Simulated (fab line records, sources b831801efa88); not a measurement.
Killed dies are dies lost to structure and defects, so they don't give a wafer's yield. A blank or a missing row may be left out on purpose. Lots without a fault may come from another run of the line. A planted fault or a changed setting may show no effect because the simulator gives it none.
fab line records | flow sky130
record lots=12 wafers=35 last_day=50
route steps=708 shown LDD_P@265 LDD_LDN@296 CONTACT@406 METAL1@449
lots that met no fault: from a run of the same line without faults
start_h: hours from the record's first day to the start of the lot's first wafer shown | wait_h: hours since the lot's step before | " the same as in the row above | L1.1+2: a row that stands for several wafers | - no value, or no start given | * or withheld: withheld | < > ~ a bound
route shown NAME@n: a module of which the file shows steps, and the number in the route of the first | usual: mean/standard deviation of fault-free wafers | same: alike in all rows | chamber/n: place in a boat | sites: the reading at each site | _std_site: their standard deviation | _edge_site: outer sites' mean less inner sites' | radius_mm: how far each site lies from the wafer's centre | mask NAME#n: copy n | behind: the tool/chamber that last shaped the wafer | hold: why the lot was held/for how many hours/how that ended | device: the transistor (n, p or np) that didn't switch | end of line: the same wafers' tests at the end of the route | a step without rows: its recipe alone | killed: dies lost to structure and defects at the first sort, not the wafer's yield | map: a wafer's dies, x killed, . not, _ none there
set.NAME: the setting as run; set.NAME@STEP: as run at that earlier step | model.NAME: the simulator's own value behind a step, which no gauge read
steps of the route over a sample of lots; a table a step, a row a wafer
services: from which hour (start_h, from the record's first day; less than 0 if before it) a tool's chamber was out of use, for how many hours, and why
## steps
# step SKY_LDD_P_STRIP_10
# recipe chemistry=O2/N2 power_w=1400 pressure_mtorr=1500 platen_temp_c=withheld o2_flow_sccm=3000 n2_flow_sccm=300 overash_fraction=0.5
# usual drypump_motor_current_A=5.6/0.49 oes_product_au=0.716/0.0043 strip_time_to_endpoint_s=14.16/0.042
# columns lot.wafer tool chamber start_h wait_h drypump_motor_current_A oes_product_au rf_hours_counter_h strip_time_to_endpoint_s
L487.1 plasma_asher-01 1 434.54 0.1 6.1 0.717 0 14.14
L487.4 " 1 " " 6.0 0.724 - 14.15
L487.5 " 1 " " 6.1 0.709 - 14.17
L488.3 plasma_asher-03 0 453.27 0.1 6.1 0.716 - 14.14
L488.4 " 1 " " 5.4 0.715 - 14.15
L488.6 " 1 " " 5.4 0.722 - 14.12
L490.2 plasma_asher-02 1 468.01 0.1 4.8 0.712 65 14.19
L490.3 " 1 " " 4.8 0.713 - 14.18
L490.4 " 0 " " 6.0 0.718 - 14.19
L495.1 plasma_asher-01 1 515.74 0.1 6.0 0.709 8 14.14
L495.3 " 1 " " 6.0 0.714 - 14.11
L499.2 plasma_asher-03 0 548.51 0.1 6.1 0.712 44 14.21
L499.3 " 0 " " 6.1 0.714 - 14.23
L499.5 " 0 " " 6.1 0.714 - 14.23
L502.2 plasma_asher-01 1 570.68 0.1 6.0 0.717 14 14.16
L502.4 " 1 " " 6.1 0.713 - 14.16
L502.6 " 1 " " 6.1 0.723 - 14.17
L503.1 plasma_asher-01 1 584.76 0.1 6.1 0.715 15 14.12
L503.5 " 1 " " 6.1 0.712 - 14.12
L503.6 " 0 " " 5.2 0.713 - 14.12
L504.3 plasma_asher-03 1 591.05 0.1 5.4 0.722 - 14.26
L504.5 " 1 " " 5.4 0.719 - 14.23
L504.6 " 0 " " 6.1 0.714 - 14.23
L505.2 plasma_asher-03 1 602.11 0.1 5.4 0.719 49 14.09
L505.3 " 1 " " 5.4 0.723 - 14.12
L505.5 " 0 " " 6.1 0.707 - 14.17
L506.1 plasma_asher-01 1 607.81 0.1 6.0 0.714 17 14.12
L506.3 " 1 " " 6.0 0.723 - 14.08
L506.6 " 1 " " 6.0 0.721 - 14.13
L508.3 plasma_asher-01 0 627.34 0.1 5.2 0.719 - 14.10
L508.5 " 1 " " 6.1 0.718 - 14.09
L508.6 " 0 " " 5.2 0.713 - 14.12
L509.1 plasma_asher-02 1 637.14 0.1 4.8 0.713 83 14.14
L509.3 " 1 " " 4.8 0.713 - 14.15
L509.5 " 1 " " 4.8 0.725 - 14.15
# step SKY_LDD_LDN_OVL_MEAS_07
# usual LDD_LDN_OVL=0.7/1.5
# columns lot.wafer tool chamber start_h wait_h LDD_LDN_OVL[nm]
L487.1 overlay-01 - 527.41 0.1 3.2
L487.4 " - " " 1.5
L487.5 " - " " 0.6
L488.3 overlay-01 - 545.76 0.1 0.9
L488.4 " - " " -0.1
L488.6 " - " " -0.1
L490.2 overlay-01 - 559.27 0.1 1.2
L490.3 " - " " 1.2
L490.4 " - " " 0.8
L495.1 overlay-02 - 604.34 0.1 0.8
L495.3 " - " " -0.5
L499.2 overlay-01 - 636.22 0.1 1.2
L499.3 " - " " 0.6
L499.5 " - " " 0.7
L502.2 overlay-02 - 657.42 0.1 2.5
L502.4 " - " " 0.5
L502.6 " - " " -0.5
L503.1 overlay-02 - 671.49 0.1 -0.7
L503.5 " - " " 0.2
L503.6 " - " " 0.9
L504.3 overlay-01 - 677.85 0.1 2.5
L504.5 " - " " 3.0
L504.6 " - " " 2.6
L505.2 overlay-01 - 687.32 0.1 -1.9
L505.3 " - " " -0.8
L505.5 " - " " -0.6
L506.1 overlay-01 - 693.45 0.1 2.5
L506.3 " - " " 3.0
L506.6 " - " " 2.5
L508.3 overlay-02 - 712.71 0.1 -1.1
L508.5 " - " " -0.3
L508.6 " - " " 0.6
L509.1 overlay-02 - 721.30 0.1 -0.3
L509.3 " - " " 1.9
L509.5 " - " " 0.7
# step SKY_CONTACT_CVD_00
# recipe material=Si3N4 target_thk_nm=75 temp_c=400 time_s=withheld rf_w=450
# usual heater_power_w=696/90
# columns lot.wafer tool chamber start_h wait_h heater_power_w
L487.1 pecvd-04 0 708.74 0.0 604
L487.4 " 0 " " 626
L487.5 " 2 " " 682
L488.3 pecvd-04 2 727.41 0.0 734
L488.4 " 1 " " 824
L488.6 " 0 " " 668
L490.2 pecvd-04 2 738.00 0.0 758
L490.3 " 0 " " 744
L490.4 " 1 " " 793
L495.1 pecvd-04 0 777.89 0.0 728
L495.3 " 2 " " 629
L499.2 pecvd-03 1 807.48 0.0 888
L499.3 " 2 " " 781
L499.5 " 2 " " 787
L502.2 pecvd-03 2 828.63 0.0 788
L502.4 " 0 " " 647
L502.6 " 2 " " 794
L503.1 pecvd-03 0 840.11 0.0 572
L503.5 " 2 " " 688
L503.6 " 0 " " 566
L504.3 pecvd-01 0 845.73 0.0 588
L504.5 " 2 " " 558
L504.6 " 0 " " 588
L505.2 pecvd-04 0 855.15 0.0 618
L505.3 " 2 " " 769
L505.5 " 2 " " 753
L506.1 pecvd-03 0 859.91 0.0 531
L506.3 " 1 " " 810
L506.6 " 0 " " 533
L508.3 pecvd-04 0 881.27 0.0 746
L508.5 " 0 " " 762
L508.6 " 1 " " 807
L509.1 pecvd-01 1 885.82 0.0 666
L509.3 " 2 " " 624
L509.5 " 0 " " 689
# step SKY_CONTACT_THK_MEAS_01
# recipe reads=Si3N4_of_CONTACT_CVD_00
# usual CONTACT_CVD_00_THK=74.8/0.92
# columns lot.wafer tool chamber start_h wait_h CONTACT_CVD_00_THK[nm]
L487.1 film_metro-04 - 708.77 - 74.5
L487.4 " - " " 74.9
L487.5 " - " " 76.0
L488.3 film_metro-02 - 727.47 - 74.9
L488.4 " - " " 75.4
L488.6 " - " " 75.0
L490.2 film_metro-04 - 738.04 - 73.2
L490.3 " - " " 40.1
L490.4 " - " " 75.1
L495.1 film_metro-01 - 777.93 - 73.0
L495.3 " - " " 40.0
L499.2 film_metro-04 - 807.52 - 74.9
L499.3 " - " " 75.0
L499.5 " - " " 74.7
L502.2 film_metro-02 - 828.69 - 74.0
L502.4 " - " " 76.1
L502.6 " - " " 75.3
L503.1 film_metro-04 - 840.16 - 73.3
L503.5 " - " " 75.3
L503.6 " - " " 75.7
L504.3 film_metro-01 - 845.79 - 74.3
L504.5 " - " " 74.3
L504.6 " - " " 74.4
L505.2 film_metro-01 - 855.19 - 73.4
L505.3 " - " " 73.9
L505.5 " - " " 74.5
L506.1 film_metro-04 - 859.95 - 74.8
L506.3 " - " " 75.9
L506.6 " - " " 75.8
L508.3 film_metro-01 - 881.33 - 74.8
L508.5 " - " " 75.4
L508.6 " - " " 76.4
L509.1 film_metro-04 - 885.86 - 74.3
L509.3 " - " " 74.4
L509.5 " - " " 76.1
# step SKY_CONTACT_ETCH_18
# recipe target=Si3N4 chemistry=CHF3/O2 stop_on=TiN source_w=600 bias_w=200 pressure_mtorr=40 chf3_flow_sccm=50 O2_flow_sccm=5 time_s=39 target_depth_a=750
# usual drypump_motor_current_A=5.7/0.47 oes_product_au=0.854/0.007 throttle_valve_pct=8.792/0.0087
# columns lot.wafer tool chamber start_h wait_h drypump_motor_current_A oes_product_au rf_hours_counter_h throttle_valve_pct
L487.1 rie_diel-03 3 - - 5.8 0.852 16 8.796
L487.4 " 2 " " 5.9 0.854 20 8.782
L487.5 " 3 " " 5.8 0.859 - 8.814
L488.3 rie_diel-03 1 - - 4.7 0.855 47 8.774
L488.4 " 3 " " 5.9 0.845 17 8.799
L488.6 " 3 " " 5.9 0.856 - 8.789
L490.2 rie_diel-03 0 - - 5.1 0.846 4 8.793
L490.3 " 3 " " 5.9 0.627 17 8.739
L490.4 " 2 " " 6.0 0.858 - 8.787
L495.1 rie_diel-01 1 - - 5.3 0.848 24 8.799
L495.3 " 3 " " 5.8 0.629 2 8.728
L499.2 rie_diel-01 1 - - 5.3 0.858 25 8.797
L499.3 " 3 " " 5.9 0.854 3 8.786
L499.5 " 3 " " 5.8 0.849 - 8.802
L502.2 rie_diel-01 3 - - 5.8 0.849 3 8.787
L502.4 " 2 " " 5.7 0.863 5 8.768
L502.6 " 3 " " 5.8 0.860 - 8.797
L503.1 rie_diel-03 2 - - 5.9 0.839 25 8.790
L503.5 " 3 " " 5.8 0.862 - 8.787
L503.6 " 2 " " 5.9 0.861 - 8.792
L504.3 rie_diel-03 3 - - 5.8 0.852 21 8.805
L504.5 " 2 " " 5.9 0.849 - 8.778
L504.6 " 1 " " 4.7 0.853 - 8.795
L505.2 rie_diel-01 0 - - 6.5 0.847 11 8.788
L505.3 " 2 " " 5.7 0.852 6 8.795
L505.5 " 3 " " 5.8 0.851 - 8.778
L506.1 rie_diel-03 1 - - 4.8 0.853 4 8.781
L506.3 " 0 " " 5.1 0.866 6 8.780
L506.6 " 3 " " 5.9 0.861 - 8.791
L508.3 rie_diel-01 2 - - 5.7 0.851 7 8.798
L508.5 " 2 " " 5.7 0.861 - 8.807
L508.6 " 1 " " 5.3 0.860 - 8.793
L509.1 rie_diel-01 3 - - 5.8 0.845 5 8.793
L509.3 " 1 " " 5.3 0.844 27 8.792
L509.5 " 1 " " 5.3 0.859 - 8.802
# step SKY_METAL1_CD_MEAS_15
# recipe target_cd_nm=140
# usual cd_nm=139.4/1.3
# columns lot.wafer tool chamber start_h wait_h cd_nm
L487.1 cd_sem-02 - 766.45 - 139.5
L487.4 " - " " 139.4
L487.5 " - " " 137.0
L488.3 cd_sem-02 - 783.43 - 138.0
L488.4 " - " " 139.9
L488.6 " - " " 137.6
L490.2 cd_sem-01 - 793.62 - 140.2
L490.3 " - " " 137.6
L490.4 " - " " 139.8
L495.1 cd_sem-02 - 832.21 - 140.6
L495.3 " - " " 141.5
L499.2 cd_sem-01 - 862.06 - 139.2
L499.3 " - " " 140.3
L499.5 " - " " 140.3
L502.2 cd_sem-02 - 883.42 - 139.2
L502.4 " - " " 138.6
L502.6 " - " " 139.2
L503.1 cd_sem-01 - 894.51 - 140.5
L503.5 " - " " 141.2
L503.6 " - " " 143.0
L504.3 cd_sem-02 - 900.14 - 140.3
L504.5 " - " " 140.2
L504.6 " - " " 140.1
L505.2 cd_sem-02 - 908.61 - 139.4
L505.3 " - " " 137.5
L505.5 " - " " 138.6
L506.1 cd_sem-01 - 913.24 - 138.5
L506.3 " - " " 139.5
L506.6 " - " " 139.4
L508.3 cd_sem-01 - 933.83 - 141.2
L508.5 " - " " 140.8
L508.6 " - " " 142.9
L509.1 cd_sem-01 - 939.85 - 138.3
L509.3 " - " " 137.2
L509.5 " - " " 137.9
## services
# columns tool chamber start_h hours kind
plasma_asher-01 - 419.55 4.3 pm
pecvd-04 - 423.55 2.8 pm
plasma_asher-01 - 423.88 9.0 pm
rie_diel-01 0 477.71 14.4 repair
rie_diel-01 1 487.09 4.7 repair
rie_diel-01 3 489.88 6.5 repair
plasma_asher-01 - 492.53 3.1 repair
rie_diel-01 3 504.05 7.6 repair
pecvd-04 - 504.35 5.5 pm
pecvd-04 - 519.59 4.3 pm
rie_diel-03 1 528.37 9.9 repair
rie_diel-03 1 545.68 5.7 repair
pecvd-04 1 566.05 6.1 repair
rie_diel-01 - 592.56 0.7 repair
pecvd-04 - 638.02 6.0 pm
rie_diel-03 3 659.79 13.7 repair
rie_diel-03 2 702.94 15.2 repair
rie_diel-01 2 707.07 6.9 repair
rie_diel-01 1 745.26 1.8 repair
rie_diel-03 - 762.35 2.8 pm
rie_diel-03 0 774.18 4.5 repair
rie_diel-03 - 787.55 0.2 repair
rie_diel-03 0 822.64 36.7 repair
rie_diel-03 - 890.59 4.3 pm
## key
first_sign step=SKY_CONTACT_THK_MEAS_01 reading=CONTACT_CVD_00_THK direction=down sigmas=38 usual=74.8 struck=40.0
effect step=SKY_CONTACT_ETCH_18 reading=oes_product_au direction=down sigmas=32 usual=0.854 struck=0.628
met_at SKY_CONTACT_CVD_00
struck_lots L490,L495
struck_wafers L490.3,L495.3
tester_left_out L490,L495
not_acting_at SKY_LDD_P_STRIP_10,SKY_LDD_LDN_OVL_MEAS_07,SKY_METAL1_CD_MEAS_15
onset_between 727.41 738.00
fault kind=process_parameter_drift tool=pecvd-04 chamber=- onset_h=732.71 steps=SKY_CONTACT_CVD_00 channel=target_thk_nm offset=-33.788 shape=step end_h=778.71 scope=struck_wafers_only acts_in=these_recipes_only stated=75
# tester_left_out: of these lots the tester's yield and bins aren't shown, on N5 and GAA mostly nor the transistor test; their killed dies are dies lost to structure and defects alone, not to doping, threshold or leakage, so they don't give the yield
